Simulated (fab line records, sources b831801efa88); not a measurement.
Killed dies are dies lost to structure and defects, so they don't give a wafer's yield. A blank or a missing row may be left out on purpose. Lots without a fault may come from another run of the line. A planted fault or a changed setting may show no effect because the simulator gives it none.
Which tool did it? | flow sky130 | 7 lots, 21 wafers sampled, at 2 steps of a route of 708

WHAT THE GAUGES READ, wafer by wafer
SKY_CONTACT_RS_MEAS_25: measures by four-point-probe.
lot  | measured     | on            | CONTACT_W_RS (ohm/sq)
L394 | day 32 10:58 | film_metro-02 | 0.339 0.334 0.334
L396 | day 33 09:21 | film_metro-01 | 0.350 0.336 0.333
L397 | day 33 18:50 | film_metro-04 | 0.456 0.453 0.339
L403 | day 35 12:14 | film_metro-01 | 0.460 0.343 0.344
L407 | day 37 05:30 | film_metro-01 | 0.334 0.344 0.346
L409 | day 37 08:44 | film_metro-02 | 0.334 0.347 0.338
L412 | day 38 07:20 | film_metro-01 | 0.342 0.332 0.345

WHICH TOOL RAN EACH LOT (tool, then ch and the chambers of the sampled wafers, then the start)
lot  | SKY_CONTACT_CVD_24
L394 | cvd_w-01 ch 0,1, day 32 10:50
L396 | cvd_w-02 ch 0,1, day 33 09:14
L397 | cvd_w-01 ch 0,1, day 33 18:43
L403 | cvd_w-01 ch 0,1, day 35 12:07
L407 | cvd_w-02 ch 0,1, day 37 05:23
L409 | cvd_w-02 ch 0,1, day 37 08:37
L412 | cvd_w-02 ch 0,1, day 38 07:13
- SKY_CONTACT_CVD_24: deposits W, target thk 340 nm, time 102.12 s.

THE ANSWER, worked out from the rows above alone
Rule: what is usual is taken from the lots themselves. Put in order of their means at a reading, lots are off if they are a third of the lots or fewer, leave a main group of 4 or more, and stand apart from it by a gap of 3 or more times the standard deviation of the main group's means; of several such gaps the widest counts. A main group whose means are all the same, to the digits that the tables above print for the reading, isn't used. A lot without any number at a reading at which 4 lots or more have one is off too. The other lots that the step has rows for count as sound.
Off: L397, L403, at SKY_CONTACT_RS_MEAS_25 (CONTACT_W_RS). The main group: mean 0.339 ohm/sq, standard deviation 0.0019.
A tool fits if, at a process step before that reading, it ran every lot that is off, and no sound lot after the first of them. The gauges at SKY_CONTACT_RS_MEAS_25 are tried like those tools. One fits: cvd_w-01 at SKY_CONTACT_CVD_24. Its last sound lot is L394 (day 32 10:50), its first lot that is off L397 (day 33 18:43): a fault that began between those two fits.

WHAT THE SIMULATOR HAD PUT IN
Site profile drift: cvd_w-01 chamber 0, from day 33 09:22 on, at SKY_CONTACT_CVD_24. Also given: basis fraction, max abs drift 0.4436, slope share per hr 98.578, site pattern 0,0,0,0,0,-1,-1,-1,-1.
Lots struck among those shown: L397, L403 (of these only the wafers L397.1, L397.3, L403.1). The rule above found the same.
